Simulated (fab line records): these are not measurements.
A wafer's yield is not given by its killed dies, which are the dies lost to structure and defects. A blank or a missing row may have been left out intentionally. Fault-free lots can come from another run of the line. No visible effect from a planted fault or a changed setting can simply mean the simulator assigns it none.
Split-lot trial    flow sky130    route with 708 steps; 5 lots, 23 wafers read

== SPLIT DETAILS ==
At SKY_SONOS_TUNNEL_DEVELOP_06 (develop time 60 s), the setting develop time s was moved away from the recipe's 60 s on 8 of the 23 wafers read, by +4.9% to +14.1%. For the rest of the wafers, this setting stayed at what the recipe calls for.

Between the split and the reading, the file records no step.

== THE READING ==
Shown in nm: cd nm at SKY_SONOS_TUNNEL_CD_MEAS_07, with target cd 410 nm. Typical for fault-free wafers on this fab line: 410.8 nm, with standard deviation 2.4 nm.

wafer   tool, chamber at the split  develop time s as run, s  against the recipe  cd nm, nm  against lot-mates on the recipe
L077.1  litho track-03, 0           62.97                     +4.9%               416.9      +6.6
L077.2  litho track-03, 0           62.97                     +4.9%               417.9      +7.6
L077.3  litho track-03, 0           60                        recipe              407.7      -
L077.5  litho track-03, 0           60                        recipe              412.8      -
L077.6  litho track-03, 0           62.97                     +4.9%               414.9      +4.6
L079.1  litho track-01, 0           60                        recipe              410.7      -
L079.2  litho track-01, 0           60                        recipe              411.0      -
L079.3  litho track-01, 0           68.48                     +14.1%              424.6      +13.8
L079.4  litho track-01, 0           68.48                     +14.1%              424.3      +13.4
L079.6  litho track-01, 0           68.48                     +14.1%              423.8      +12.9
L080.1  litho track-01, 0           60                        recipe              411.6      -
L080.2  litho track-01, 0           63.11                     +5.2%               415.9      +3.4
L080.4  litho track-01, 0           60                        recipe              412.7      -
L080.5  litho track-01, 0           63.11                     +5.2%               416.4      +3.9
L080.6  litho track-01, 0           60                        recipe              413.2      -
L084.1  litho track-01, 0           60                        recipe              411.6      -
L084.3  litho track-01, 0           60                        recipe              411.6      -
L084.4  litho track-01, 0           60                        recipe              409.5      -
L084.5  litho track-01, 0           60                        recipe              412.2      -
L084.6  litho track-01, 0           60                        recipe              408.8      -
L085.3  litho track-04, 0           60                        recipe              409.1      -
L085.4  litho track-04, 0           60                        recipe              409.0      -
L085.5  litho track-04, 0           60                        recipe              409.1      -

FIT RESULTS
A straight line over all 23 wafers: cd nm changes by +0.974 nm for each +1% of develop time s; r = +0.95; the points scatter about the line by 1.5 nm.
The same after taking each lot's own level away (the mean of its wafers on the recipe; 23 wafers): +0.955 nm for each +1%; r = +0.96; scatter 1.4 nm.
On that fit, the largest move of develop time s shifts the reading by 13 nm.
The span of the lots' own levels, 409.07 to 412.50 nm, comes to 1.4 times the standard deviation stated above.
Hence the lot-to-lot level has little effect on the slope; both slopes agree.
Check: +13.5 nm against its lot-mates is what the line predicts for one of the wafers moved furthest among these (+14.1%) when that wafer is left out of the fit. Against them it came out at +13.8 nm.

== OTHER SPLITS ON THESE WAFERS ==
Note: prior to the reading, these wafers also went through further splits. Each is held against what the fit with the lots' levels taken away leaves over:
other split on the same wafers             wafers away from the commonest value  r with cd nm (lot level and that fit taken away)
SKY_VT_ADJUST_LVTN_DEVELOP_17 dev temp c   9                                     +0.01
SKY_VT_ADJUST_NCORE_DEVELOP_06 dev temp c  11                                    -0.22
SKY_VT_ADJUST_HVTR_STRIP_10 power w        8                                     +0.14
SKY_VT_ADJUST_PCH_IMPLANT_08 energy kev    10                                    -0.16

== FILE'S OWN FIT ==
cd nm changes by +0.955 nm for each +1% of develop time s, r = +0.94.
